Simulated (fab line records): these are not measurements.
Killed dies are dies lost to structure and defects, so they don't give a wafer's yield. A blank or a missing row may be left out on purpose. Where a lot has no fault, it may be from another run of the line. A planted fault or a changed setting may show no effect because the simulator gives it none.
fab line records / flow sky130
[record] lots = 12 wafers = 36 lastDay = 51
route steps=708 shown METAL1@434 PAD_OPEN@708
lots that met no fault: taken from a fault-free run of the same line
startH: start of the lot's first displayed wafer, in hours after the record's first day / waitH: hours from the lot's prior step to this one / " the same as in the row above / L1.1+2: a row that stands for several wafers / - no value, or no start was given / * or withheld: withheld / < > ~ a bound
route shown NAME@n: NAME is a module with steps in the file, n the number in the route of the first one / usual: average and standard deviation across the fault-free wafers / same: alike in all rows / chamber/n: place in a boat / sites: the reading at each site / _std_site: the values' standard deviation / _edge_site: inner sites' mean taken away from outer sites' mean / radiusMm: for every site, how far away it sits from the centre of the wafer / mask NAME#n: copy n / behind: tool/chamber where the wafer was last shaped / hold: reason for holding the lot/hours on hold/outcome of the hold / device: names the non-switching transistor (n, p or np) / end of line: tests of these same wafers at the route's end / where a step has no rows: the recipe by itself / killed: count of dies lost to structure and defects at first sort (not the wafer's yield) / map: a wafer's dies, x killed, . not, _ none there
set.NAME: the setting as run; set.NAME@STEP: as run at that earlier step / model.NAME: the simulator's own value behind a step, which no gauge read
route steps across a sampled set of lots; one table per step, one row per wafer
services: when a tool's chamber went out of use (startH, in hours from the record's first day, below 0 if earlier), for how many hours, and the reason
[[steps]]
[step SKY_METAL1_SPUTTER_00]
[recipe] material = Ti targetThkNm = 15 powerW = 3000 timeS = 10 chamberPressurePa = 0.4
[usual] cathodeDcPowerW = 3000.0/0.58 throttleValvePct = 29.9/0.9
lot.wafer=L401.1 tool=pvdSputter-04 chamber=- startH=721.39 waitH=0.2 cathodeDcPowerW=2999.6 throttleValvePct=30.4
lot.wafer=L401.3 tool=pvdSputter-04 chamber=- startH=721.39 waitH=0.2 cathodeDcPowerW=2999.2 throttleValvePct=29.2
lot.wafer=L401.4 tool=pvdSputter-04 chamber=- startH=721.39 waitH=0.2 cathodeDcPowerW=3000.1 throttleValvePct=30.9
lot.wafer=L403.3 tool=pvdSputter-01 chamber=- startH=732.86 waitH=0.1 cathodeDcPowerW=3000.1 throttleValvePct=31.2
lot.wafer=L403.4 tool=pvdSputter-01 chamber=- startH=732.86 waitH=0.1 cathodeDcPowerW=3000.1 throttleValvePct=31.7
lot.wafer=L403.6 tool=pvdSputter-01 chamber=- startH=732.86 waitH=0.1 cathodeDcPowerW=2999.8 throttleValvePct=28.1
lot.wafer=L404.1 tool=pvdSputter-04 chamber=- startH=752.92 waitH=0.2 cathodeDcPowerW=3000.9 throttleValvePct=30.9
lot.wafer=L404.2 tool=pvdSputter-04 chamber=- startH=752.92 waitH=0.2 cathodeDcPowerW=3000.5 throttleValvePct=30.2
lot.wafer=L404.6 tool=pvdSputter-04 chamber=- startH=752.92 waitH=0.2 cathodeDcPowerW=3000.0 throttleValvePct=29.2
lot.wafer=L406.1 tool=pvdSputter-04 chamber=- startH=773.33 waitH=0.1 cathodeDcPowerW=3000.5 throttleValvePct=30.3
lot.wafer=L406.3 tool=pvdSputter-04 chamber=- startH=773.33 waitH=0.1 cathodeDcPowerW=2999.7 throttleValvePct=30.7
lot.wafer=L406.5 tool=pvdSputter-04 chamber=- startH=773.33 waitH=0.1 cathodeDcPowerW=3001.0 throttleValvePct=30.5
lot.wafer=L408.1 tool=pvdSputter-01 chamber=- startH=787.47 waitH=0.1 cathodeDcPowerW=2999.7 throttleValvePct=30.3
lot.wafer=L408.3 tool=pvdSputter-01 chamber=- startH=787.47 waitH=0.1 cathodeDcPowerW=2999.6 throttleValvePct=31.7
lot.wafer=L408.5 tool=pvdSputter-01 chamber=- startH=787.47 waitH=0.1 cathodeDcPowerW=2999.0 throttleValvePct=30.3
lot.wafer=L416.1 tool=pvdSputter-04 chamber=- startH=848.94 waitH=0.1 cathodeDcPowerW=3001.2 throttleValvePct=30.8
lot.wafer=L416.2 tool=pvdSputter-04 chamber=- startH=848.94 waitH=0.1 cathodeDcPowerW=3000.3 throttleValvePct=29.0
lot.wafer=L416.6 tool=pvdSputter-04 chamber=- startH=848.94 waitH=0.1 cathodeDcPowerW=3000.1 throttleValvePct=30.8
lot.wafer=L417.1 tool=pvdSputter-02 chamber=- startH=874.32 waitH=0.1 cathodeDcPowerW=2998.3 throttleValvePct=30.4
lot.wafer=L417.3 tool=pvdSputter-02 chamber=- startH=874.32 waitH=0.1 cathodeDcPowerW=2999.7 throttleValvePct=29.8
lot.wafer=L417.5 tool=pvdSputter-02 chamber=- startH=874.32 waitH=0.1 cathodeDcPowerW=2999.2 throttleValvePct=30.2
lot.wafer=L418.2 tool=pvdSputter-02 chamber=- startH=878.93 waitH=0.1 cathodeDcPowerW=3000.4 throttleValvePct=29.0
lot.wafer=L418.3 tool=pvdSputter-02 chamber=- startH=878.93 waitH=0.1 cathodeDcPowerW=3000.0 throttleValvePct=29.6
lot.wafer=L418.4 tool=pvdSputter-02 chamber=- startH=878.93 waitH=0.1 cathodeDcPowerW=3000.1 throttleValvePct=30.6
lot.wafer=L419.3 tool=pvdSputter-04 chamber=- startH=886.93 waitH=0.1 cathodeDcPowerW=2999.0 throttleValvePct=28.9
lot.wafer=L419.5 tool=pvdSputter-04 chamber=- startH=886.93 waitH=0.1 cathodeDcPowerW=3000.3 throttleValvePct=30.8
lot.wafer=L419.6 tool=pvdSputter-04 chamber=- startH=886.93 waitH=0.1 cathodeDcPowerW=3000.5 throttleValvePct=30.5
lot.wafer=L422.2 tool=pvdSputter-04 chamber=- startH=905.57 waitH=0.1 cathodeDcPowerW=3000.6 throttleValvePct=29.5
lot.wafer=L422.5 tool=pvdSputter-04 chamber=- startH=905.57 waitH=0.1 cathodeDcPowerW=3000.2 throttleValvePct=29.1
lot.wafer=L422.6 tool=pvdSputter-04 chamber=- startH=905.57 waitH=0.1 cathodeDcPowerW=3000.7 throttleValvePct=29.3
lot.wafer=L423.1 tool=pvdSputter-01 chamber=- startH=907.39 waitH=0.1 cathodeDcPowerW=3000.2 throttleValvePct=30.8
lot.wafer=L423.3 tool=pvdSputter-01 chamber=- startH=907.39 waitH=0.1 cathodeDcPowerW=3000.1 throttleValvePct=32.1
lot.wafer=L423.5 tool=pvdSputter-01 chamber=- startH=907.39 waitH=0.1 cathodeDcPowerW=2999.5 throttleValvePct=31.6
lot.wafer=L424.1 tool=pvdSputter-02 chamber=- startH=944.88 waitH=0.2 cathodeDcPowerW=3000.3 throttleValvePct=30.2
lot.wafer=L424.2 tool=pvdSputter-02 chamber=- startH=944.88 waitH=0.2 cathodeDcPowerW=3000.6 throttleValvePct=30.3
lot.wafer=L424.4 tool=pvdSputter-02 chamber=- startH=944.88 waitH=0.2 cathodeDcPowerW=2999.9 throttleValvePct=29.6
[step SKY_METAL1_SPUTTER_02]
[recipe] material = AlCu targetThkNm = 250 powerW = 10600 timeS = 13.3 chamberPressurePa = 0.4
[usual] cathodeDcPowerW = 10600/1.8 throttleValvePct = 29.9/0.9
lot.wafer=L401.1 tool=pvdSputter-04 chamber=- startH=721.43 waitH=0.0 cathodeDcPowerW=10601 throttleValvePct=30.4
lot.wafer=L401.3 tool=pvdSputter-04 chamber=- startH=721.43 waitH=0.0 cathodeDcPowerW=10601 throttleValvePct=29.1
lot.wafer=L401.4 tool=pvdSputter-04 chamber=- startH=721.43 waitH=0.0 cathodeDcPowerW=10598 throttleValvePct=30.8
lot.wafer=L403.3 tool=pvdSputter-01 chamber=- startH=732.91 waitH=0.0 cathodeDcPowerW=10604 throttleValvePct=31.2
lot.wafer=L403.4 tool=pvdSputter-01 chamber=- startH=732.91 waitH=0.0 cathodeDcPowerW=10601 throttleValvePct=32.0
lot.wafer=L403.6 tool=pvdSputter-01 chamber=- startH=732.91 waitH=0.0 cathodeDcPowerW=10600 throttleValvePct=28.0
lot.wafer=L404.1 tool=pvdSputter-04 chamber=- startH=752.97 waitH=0.0 cathodeDcPowerW=10600 throttleValvePct=30.6
lot.wafer=L404.2 tool=pvdSputter-04 chamber=- startH=752.97 waitH=0.0 cathodeDcPowerW=10599 throttleValvePct=30.2
lot.wafer=L404.6 tool=pvdSputter-04 chamber=- startH=752.97 waitH=0.0 cathodeDcPowerW=10599 throttleValvePct=29.3
lot.wafer=L406.1 tool=pvdSputter-04 chamber=- startH=773.38 waitH=0.0 cathodeDcPowerW=10601 throttleValvePct=30.1
lot.wafer=L406.3 tool=pvdSputter-04 chamber=- startH=773.38 waitH=0.0 cathodeDcPowerW=10600 throttleValvePct=30.8
lot.wafer=L406.5 tool=pvdSputter-04 chamber=- startH=773.38 waitH=0.0 cathodeDcPowerW=10599 throttleValvePct=30.2
lot.wafer=L408.1 tool=pvdSputter-01 chamber=- startH=787.52 waitH=0.0 cathodeDcPowerW=10603 throttleValvePct=30.9
lot.wafer=L408.3 tool=pvdSputter-01 chamber=- startH=787.52 waitH=0.0 cathodeDcPowerW=10599 throttleValvePct=31.7
lot.wafer=L408.5 tool=pvdSputter-01 chamber=- startH=787.52 waitH=0.0 cathodeDcPowerW=10602 throttleValvePct=30.5
lot.wafer=L416.1 tool=pvdSputter-04 chamber=- startH=848.99 waitH=0.0 cathodeDcPowerW=10598 throttleValvePct=30.6
lot.wafer=L416.2 tool=pvdSputter-04 chamber=- startH=848.99 waitH=0.0 cathodeDcPowerW=10600 throttleValvePct=28.9
lot.wafer=L416.6 tool=pvdSputter-04 chamber=- startH=848.99 waitH=0.0 cathodeDcPowerW=10600 throttleValvePct=30.8
lot.wafer=L417.1 tool=pvdSputter-02 chamber=- startH=874.36 waitH=0.0 cathodeDcPowerW=10599 throttleValvePct=30.4
lot.wafer=L417.3 tool=pvdSputter-02 chamber=- startH=874.36 waitH=0.0 cathodeDcPowerW=10598 throttleValvePct=29.7
lot.wafer=L417.5 tool=pvdSputter-02 chamber=- startH=874.36 waitH=0.0 cathodeDcPowerW=10601 throttleValvePct=30.3
lot.wafer=L418.2 tool=pvdSputter-02 chamber=- startH=878.97 waitH=0.0 cathodeDcPowerW=10601 throttleValvePct=29.0
lot.wafer=L418.3 tool=pvdSputter-02 chamber=- startH=878.97 waitH=0.0 cathodeDcPowerW=10599 throttleValvePct=29.4
lot.wafer=L418.4 tool=pvdSputter-02 chamber=- startH=878.97 waitH=0.0 cathodeDcPowerW=10599 throttleValvePct=30.6
lot.wafer=L419.3 tool=pvdSputter-04 chamber=- startH=886.98 waitH=0.0 cathodeDcPowerW=10597 throttleValvePct=29.3
lot.wafer=L419.5 tool=pvdSputter-04 chamber=- startH=886.98 waitH=0.0 cathodeDcPowerW=10601 throttleValvePct=30.6
lot.wafer=L419.6 tool=pvdSputter-04 chamber=- startH=886.98 waitH=0.0 cathodeDcPowerW=10601 throttleValvePct=30.2
lot.wafer=L422.2 tool=pvdSputter-04 chamber=- startH=905.62 waitH=0.0 cathodeDcPowerW=10603 throttleValvePct=29.3
lot.wafer=L422.5 tool=pvdSputter-04 chamber=- startH=905.62 waitH=0.0 cathodeDcPowerW=10604 throttleValvePct=28.7
lot.wafer=L422.6 tool=pvdSputter-04 chamber=- startH=905.62 waitH=0.0 cathodeDcPowerW=10602 throttleValvePct=29.3
lot.wafer=L423.1 tool=pvdSputter-01 chamber=- startH=907.44 waitH=0.0 cathodeDcPowerW=10600 throttleValvePct=30.5
lot.wafer=L423.3 tool=pvdSputter-01 chamber=- startH=907.44 waitH=0.0 cathodeDcPowerW=10601 throttleValvePct=31.7
lot.wafer=L423.5 tool=pvdSputter-01 chamber=- startH=907.44 waitH=0.0 cathodeDcPowerW=10601 throttleValvePct=31.9
lot.wafer=L424.1 tool=pvdSputter-02 chamber=- startH=944.93 waitH=0.0 cathodeDcPowerW=10598 throttleValvePct=30.2
lot.wafer=L424.2 tool=pvdSputter-02 chamber=- startH=944.93 waitH=0.0 cathodeDcPowerW=10600 throttleValvePct=30.3
lot.wafer=L424.4 tool=pvdSputter-02 chamber=- startH=944.93 waitH=0.0 cathodeDcPowerW=10600 throttleValvePct=29.7
[step SKY_METAL1_SPUTTER_03]
[recipe] material = Ti targetThkNm = 5 powerW = 3000 timeS = 3.3 chamberPressurePa = 0.4
[usual] cathodeDcPowerW = 3000.0/0.53 throttleValvePct = 29.9/0.91
lot.wafer=L401.1 tool=pvdSputter-04 chamber=- startH=721.46 waitH=0.0 cathodeDcPowerW=2999.4 throttleValvePct=30.3
lot.wafer=L401.3 tool=pvdSputter-04 chamber=- startH=721.46 waitH=0.0 cathodeDcPowerW=3000.0 throttleValvePct=29.1
lot.wafer=L401.4 tool=pvdSputter-04 chamber=- startH=721.46 waitH=0.0 cathodeDcPowerW=3001.2 throttleValvePct=31.0
lot.wafer=L403.3 tool=pvdSputter-01 chamber=- startH=732.93 waitH=0.0 cathodeDcPowerW=2999.5 throttleValvePct=31.5
lot.wafer=L403.4 tool=pvdSputter-01 chamber=- startH=732.93 waitH=0.0 cathodeDcPowerW=2999.6 throttleValvePct=31.5
lot.wafer=L403.6 tool=pvdSputter-01 chamber=- startH=732.93 waitH=0.0 cathodeDcPowerW=3000.0 throttleValvePct=27.8
lot.wafer=L404.1 tool=pvdSputter-04 chamber=- startH=752.99 waitH=0.0 cathodeDcPowerW=2712.1 throttleValvePct=30.4
lot.wafer=L404.2 tool=pvdSputter-04 chamber=- startH=752.99 waitH=0.0 cathodeDcPowerW=2999.5 throttleValvePct=30.4
lot.wafer=L404.6 tool=pvdSputter-04 chamber=- startH=752.99 waitH=0.0 cathodeDcPowerW=3000.7 throttleValvePct=29.1
lot.wafer=L406.1 tool=pvdSputter-04 chamber=- startH=773.40 waitH=0.0 cathodeDcPowerW=3000.1 throttleValvePct=30.4
lot.wafer=L406.3 tool=pvdSputter-04 chamber=- startH=773.40 waitH=0.0 cathodeDcPowerW=2712.5 throttleValvePct=30.6
lot.wafer=L406.5 tool=pvdSputter-04 chamber=- startH=773.40 waitH=0.0 cathodeDcPowerW=2998.9 throttleValvePct=30.3
lot.wafer=L408.1 tool=pvdSputter-01 chamber=- startH=787.54 waitH=0.0 cathodeDcPowerW=2999.5 throttleValvePct=30.7
lot.wafer=L408.3 tool=pvdSputter-01 chamber=- startH=787.54 waitH=0.0 cathodeDcPowerW=2999.9 throttleValvePct=31.9
lot.wafer=L408.5 tool=pvdSputter-01 chamber=- startH=787.54 waitH=0.0 cathodeDcPowerW=2999.6 throttleValvePct=30.6
lot.wafer=L416.1 tool=pvdSputter-04 chamber=- startH=849.02 waitH=0.0 cathodeDcPowerW=2999.7 throttleValvePct=30.9
lot.wafer=L416.2 tool=pvdSputter-04 chamber=- startH=849.02 waitH=0.0 cathodeDcPowerW=2999.8 throttleValvePct=29.0
lot.wafer=L416.6 tool=pvdSputter-04 chamber=- startH=849.02 waitH=0.0 cathodeDcPowerW=3000.2 throttleValvePct=30.8
lot.wafer=L417.1 tool=pvdSputter-02 chamber=- startH=874.39 waitH=0.0 cathodeDcPowerW=3000.1 throttleValvePct=30.4
lot.wafer=L417.3 tool=pvdSputter-02 chamber=- startH=874.39 waitH=0.0 cathodeDcPowerW=3001.0 throttleValvePct=29.5
lot.wafer=L417.5 tool=pvdSputter-02 chamber=- startH=874.39 waitH=0.0 cathodeDcPowerW=2999.8 throttleValvePct=30.2
lot.wafer=L418.2 tool=pvdSputter-02 chamber=- startH=879.00 waitH=0.0 cathodeDcPowerW=2999.9 throttleValvePct=29.0
lot.wafer=L418.3 tool=pvdSputter-02 chamber=- startH=879.00 waitH=0.0 cathodeDcPowerW=2999.8 throttleValvePct=29.6
lot.wafer=L418.4 tool=pvdSputter-02 chamber=- startH=879.00 waitH=0.0 cathodeDcPowerW=2999.4 throttleValvePct=30.6
lot.wafer=L419.3 tool=pvdSputter-04 chamber=- startH=887.01 waitH=0.0 cathodeDcPowerW=3000.1 throttleValvePct=28.9
lot.wafer=L419.5 tool=pvdSputter-04 chamber=- startH=887.01 waitH=0.0 cathodeDcPowerW=2999.6 throttleValvePct=30.7
lot.wafer=L419.6 tool=pvdSputter-04 chamber=- startH=887.01 waitH=0.0 cathodeDcPowerW=3000.2 throttleValvePct=30.5
lot.wafer=L422.2 tool=pvdSputter-04 chamber=- startH=905.64 waitH=0.0 cathodeDcPowerW=2999.7 throttleValvePct=29.8
lot.wafer=L422.5 tool=pvdSputter-04 chamber=- startH=905.64 waitH=0.0 cathodeDcPowerW=2999.7 throttleValvePct=28.8
lot.wafer=L422.6 tool=pvdSputter-04 chamber=- startH=905.64 waitH=0.0 cathodeDcPowerW=2999.7 throttleValvePct=29.3
lot.wafer=L423.1 tool=pvdSputter-01 chamber=- startH=907.46 waitH=0.0 cathodeDcPowerW=3000.2 throttleValvePct=30.1
lot.wafer=L423.3 tool=pvdSputter-01 chamber=- startH=907.46 waitH=0.0 cathodeDcPowerW=2999.9 throttleValvePct=31.8
lot.wafer=L423.5 tool=pvdSputter-01 chamber=- startH=907.46 waitH=0.0 cathodeDcPowerW=3000.3 throttleValvePct=31.6
lot.wafer=L424.1 tool=pvdSputter-02 chamber=- startH=944.95 waitH=0.0 cathodeDcPowerW=3000.8 throttleValvePct=30.2
lot.wafer=L424.2 tool=pvdSputter-02 chamber=- startH=944.95 waitH=0.0 cathodeDcPowerW=3000.1 throttleValvePct=30.7
lot.wafer=L424.4 tool=pvdSputter-02 chamber=- startH=944.95 waitH=0.0 cathodeDcPowerW=2999.1 throttleValvePct=29.6
[step SKY_METAL1_SPUTTER_04]
[recipe] material = TiN targetThkNm = 70 powerW = 6500 timeS = 58.3 chamberPressurePa = 0.4
[usual] cathodeDcPowerW = 6499.9/1.3 throttleValvePct = 29.9/0.93
lot.wafer=L401.1 tool=pvdSputter-04 chamber=- startH=721.48 waitH=0.0 cathodeDcPowerW=6498.6 throttleValvePct=30.1
lot.wafer=L401.3 tool=pvdSputter-04 chamber=- startH=721.48 waitH=0.0 cathodeDcPowerW=6499.7 throttleValvePct=28.9
lot.wafer=L401.4 tool=pvdSputter-04 chamber=- startH=721.48 waitH=0.0 cathodeDcPowerW=6500.0 throttleValvePct=30.7
lot.wafer=L403.3 tool=pvdSputter-01 chamber=- startH=732.95 waitH=0.0 cathodeDcPowerW=6500.5 throttleValvePct=31.3
lot.wafer=L403.4 tool=pvdSputter-01 chamber=- startH=732.95 waitH=0.0 cathodeDcPowerW=6498.5 throttleValvePct=31.7
lot.wafer=L403.6 tool=pvdSputter-01 chamber=- startH=732.95 waitH=0.0 cathodeDcPowerW=6499.4 throttleValvePct=28.1
lot.wafer=L404.1 tool=pvdSputter-04 chamber=- startH=753.01 waitH=0.0 cathodeDcPowerW=6500.5 throttleValvePct=30.9
lot.wafer=L404.2 tool=pvdSputter-04 chamber=- startH=753.01 waitH=0.0 cathodeDcPowerW=6499.6 throttleValvePct=30.5
lot.wafer=L404.6 tool=pvdSputter-04 chamber=- startH=753.01 waitH=0.0 cathodeDcPowerW=6500.0 throttleValvePct=29.4
lot.wafer=L406.1 tool=pvdSputter-04 chamber=- startH=773.42 waitH=0.0 cathodeDcPowerW=6499.2 throttleValvePct=30.3
lot.wafer=L406.3 tool=pvdSputter-04 chamber=- startH=773.42 waitH=0.0 cathodeDcPowerW=6501.0 throttleValvePct=30.8
lot.wafer=L406.5 tool=pvdSputter-04 chamber=- startH=773.42 waitH=0.0 cathodeDcPowerW=6500.0 throttleValvePct=30.5
lot.wafer=L408.1 tool=pvdSputter-01 chamber=- startH=787.56 waitH=0.0 cathodeDcPowerW=6499.9 throttleValvePct=30.6
lot.wafer=L408.3 tool=pvdSputter-01 chamber=- startH=787.56 waitH=0.0 cathodeDcPowerW=6499.0 throttleValvePct=31.9
lot.wafer=L408.5 tool=pvdSputter-01 chamber=- startH=787.56 waitH=0.0 cathodeDcPowerW=6500.6 throttleValvePct=30.3
lot.wafer=L416.1 tool=pvdSputter-04 chamber=- startH=849.03 waitH=0.0 cathodeDcPowerW=6500.3 throttleValvePct=31.0
lot.wafer=L416.2 tool=pvdSputter-04 chamber=- startH=849.03 waitH=0.0 cathodeDcPowerW=6497.8 throttleValvePct=28.8
lot.wafer=L416.6 tool=pvdSputter-04 chamber=- startH=849.03 waitH=0.0 cathodeDcPowerW=6499.0 throttleValvePct=30.8
lot.wafer=L417.1 tool=pvdSputter-02 chamber=- startH=874.41 waitH=0.0 cathodeDcPowerW=6500.8 throttleValvePct=30.4
lot.wafer=L417.3 tool=pvdSputter-02 chamber=- startH=874.41 waitH=0.0 cathodeDcPowerW=6500.9 throttleValvePct=29.3
lot.wafer=L417.5 tool=pvdSputter-02 chamber=- startH=874.41 waitH=0.0 cathodeDcPowerW=6500.7 throttleValvePct=30.4
lot.wafer=L418.2 tool=pvdSputter-02 chamber=- startH=879.02 waitH=0.0 cathodeDcPowerW=6498.2 throttleValvePct=29.0
lot.wafer=L418.3 tool=pvdSputter-02 chamber=- startH=879.02 waitH=0.0 cathodeDcPowerW=6500.7 throttleValvePct=29.6
lot.wafer=L418.4 tool=pvdSputter-02 chamber=- startH=879.02 waitH=0.0 cathodeDcPowerW=6499.1 throttleValvePct=30.7
lot.wafer=L419.3 tool=pvdSputter-04 chamber=- startH=887.02 waitH=0.0 cathodeDcPowerW=6500.1 throttleValvePct=28.7
lot.wafer=L419.5 tool=pvdSputter-04 chamber=- startH=887.02 waitH=0.0 cathodeDcPowerW=6500.7 throttleValvePct=30.7
lot.wafer=L419.6 tool=pvdSputter-04 chamber=- startH=887.02 waitH=0.0 cathodeDcPowerW=6498.8 throttleValvePct=30.5
lot.wafer=L422.2 tool=pvdSputter-04 chamber=- startH=905.66 waitH=0.0 cathodeDcPowerW=6499.5 throttleValvePct=29.2
lot.wafer=L422.5 tool=pvdSputter-04 chamber=- startH=905.66 waitH=0.0 cathodeDcPowerW=6499.4 throttleValvePct=28.7
lot.wafer=L422.6 tool=pvdSputter-04 chamber=- startH=905.66 waitH=0.0 cathodeDcPowerW=6498.6 throttleValvePct=29.3
lot.wafer=L423.1 tool=pvdSputter-01 chamber=- startH=907.48 waitH=0.0 cathodeDcPowerW=6499.5 throttleValvePct=30.6
lot.wafer=L423.3 tool=pvdSputter-01 chamber=- startH=907.48 waitH=0.0 cathodeDcPowerW=6498.7 throttleValvePct=31.9
lot.wafer=L423.5 tool=pvdSputter-01 chamber=- startH=907.48 waitH=0.0 cathodeDcPowerW=6500.7 throttleValvePct=31.8
lot.wafer=L424.1 tool=pvdSputter-02 chamber=- startH=944.97 waitH=0.0 cathodeDcPowerW=6497.3 throttleValvePct=30.2
lot.wafer=L424.2 tool=pvdSputter-02 chamber=- startH=944.97 waitH=0.0 cathodeDcPowerW=6499.8 throttleValvePct=30.4
lot.wafer=L424.4 tool=pvdSputter-02 chamber=- startH=944.97 waitH=0.0 cathodeDcPowerW=6502.1 throttleValvePct=29.5
[step SKY_PAD_OPEN_PROBE_99]
[usual] defectLimitedYield = 82.3/2.1 killed_at_M0_to_M3 = 44/7.2 killed_at_M4_up = 3.1/1.7 killedAtContacts = 24/5.2 killedAtFrontEnd = 15/4.1 killedAtOther = 0.3/0.61 killedDies = 87/10 killedOpen = 48/7.5 killedShort = 39/6.6 sort_bin_3_pad_short = 0.8/0.39 sort_bin_5_function = 10.4/1.7 sort_bin_6_memory = 6.5/1.1 sortNPass = 405/10 sortYieldPct = 82.3/2.1
[same] grossDies = 492 killedAtBackSide = 0 sort_bin_4_leakage[%] = 0 sort_bin_8_speed[%] = 0
lot.wafer=L416.1 tool=prober-02 chamber=- startH=1157.11 waitH=0.1 defectLimitedYield[%]=81.1 killed_at_M0_to_M3=46 killed_at_M4_up=3 killedAtContacts=23 killedAtFrontEnd=21 killedAtOther=0 killedDies=93 killedOpen=55 killedShort=38 sort_bin_3_pad_short[%]=1.0 sort_bin_5_function[%]=9.3 sort_bin_6_memory[%]=8.5 sortNPass=399 sortYieldPct[%]=81.1
lot.wafer=L416.2 tool=prober-02 chamber=- startH=1157.16 waitH=0.1 defectLimitedYield[%]=85.8 killed_at_M0_to_M3=33 killed_at_M4_up=3 killedAtContacts=17 killedAtFrontEnd=16 killedAtOther=1 killedDies=70 killedOpen=35 killedShort=35 sort_bin_3_pad_short[%]=0.4 sort_bin_5_function[%]=7.9 sort_bin_6_memory[%]=5.9 sortNPass=422 sortYieldPct[%]=85.8
lot.wafer=L416.6 tool=prober-02 chamber=- startH=1157.36 waitH=0.2 defectLimitedYield[%]=84.3 killed_at_M0_to_M3=38 killed_at_M4_up=3 killedAtContacts=22 killedAtFrontEnd=13 killedAtOther=1 killedDies=77 killedOpen=44 killedShort=33 sort_bin_3_pad_short[%]=0.8 sort_bin_5_function[%]=8.7 sort_bin_6_memory[%]=6.1 sortNPass=415 sortYieldPct[%]=84.3
lot.wafer=L419.3 tool=prober-01 chamber=- startH=1182.80 waitH=0.2 defectLimitedYield[%]=82.3 killed_at_M0_to_M3=57 killed_at_M4_up=5 killedAtContacts=15 killedAtFrontEnd=10 killedAtOther=0 killedDies=87 killedOpen=50 killedShort=36 sort_bin_3_pad_short[%]=0.4 sort_bin_5_function[%]=11.4 sort_bin_6_memory[%]=5.9 sortNPass=405 sortYieldPct[%]=82.3
// killed by level:class
L416.1 VIA1:geometricParticle:open=9 CONTACT:geometricParticle:open=8 VIA3:geometricParticle:open=8 FIELD_ISO:geometricParticle:open=7 METAL1:geometricParticle:short=7 VIA2:geometricParticle:open=7 POLY_GATE:geometricParticle:open=6 LI_CONTACT:geometricParticle:open=6
L416.2 VIA1:geometricParticle:open=8 CONTACT:geometricParticle:open=7 FIELD_ISO:geometricParticle:open=4 METAL1:geometricParticle:short=4 VIA3:geometricParticle:short=4 FIELD_ISO:geometricParticle:short=3 POLY_GATE:geometricParticle:open=3 POLY_GATE:geometricParticle:short=3
L416.6 CONTACT:geometricParticle:open=9 VIA1:geometricParticle:open=7 VIA2:geometricParticle:open=7 FIELD_ISO:geometricParticle:open=6 LI_CONTACT:geometricParticle:open=6 VIA3:geometricParticle:open=6 LOCAL_INTERCONNECT:geometricParticle:short=5 VIA1:geometricParticle:short=5
L419.3 VIA1:geometricParticle:open=12 METAL2:geometricParticle:short=9 METAL1:geometricParticle:short=8 VIA3:geometricParticle:open=7 CONTACT:geometricParticle:open=5 METAL2:geometricParticle:open=5 LI_CONTACT:geometricParticle:open=4 VIA1:geometricParticle:short=4
[[services]]
tool=pvdSputter-01 chamber=- startH=700.71 hours=31.7 kind=repair
tool=pvdSputter-02 chamber=- startH=715.78 hours=7.2 kind=repair
tool=pvdSputter-04 chamber=- startH=810.02 hours=5.7 kind=repair
tool=pvdSputter-04 chamber=- startH=910.19 hours=11.4 kind=repair
[[key]]
[firstSign] step = SKY_METAL1_SPUTTER_03 reading = cathodeDcPowerW direction = down sigmas = 99+ usual = 3000.0 struck = 2712.3
effect none on later readings
metAt SKY_METAL1_SPUTTER_03
struckLots L404,L406
struckWafers L404.1,L406.3
notActingAt SKY_METAL1_SPUTTER_00,SKY_METAL1_SPUTTER_02,SKY_METAL1_SPUTTER_04
onsetBetween 721.46 752.99
[fault] kind = processParameterDrift tool = pvdSputter-04 chamber = - onsetH = 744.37 steps = SKY_METAL1_SPUTTER_03 channel = powerW offset = * shape = step endH = 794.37 actsIn = * stated = * scope = struckWafersOnly
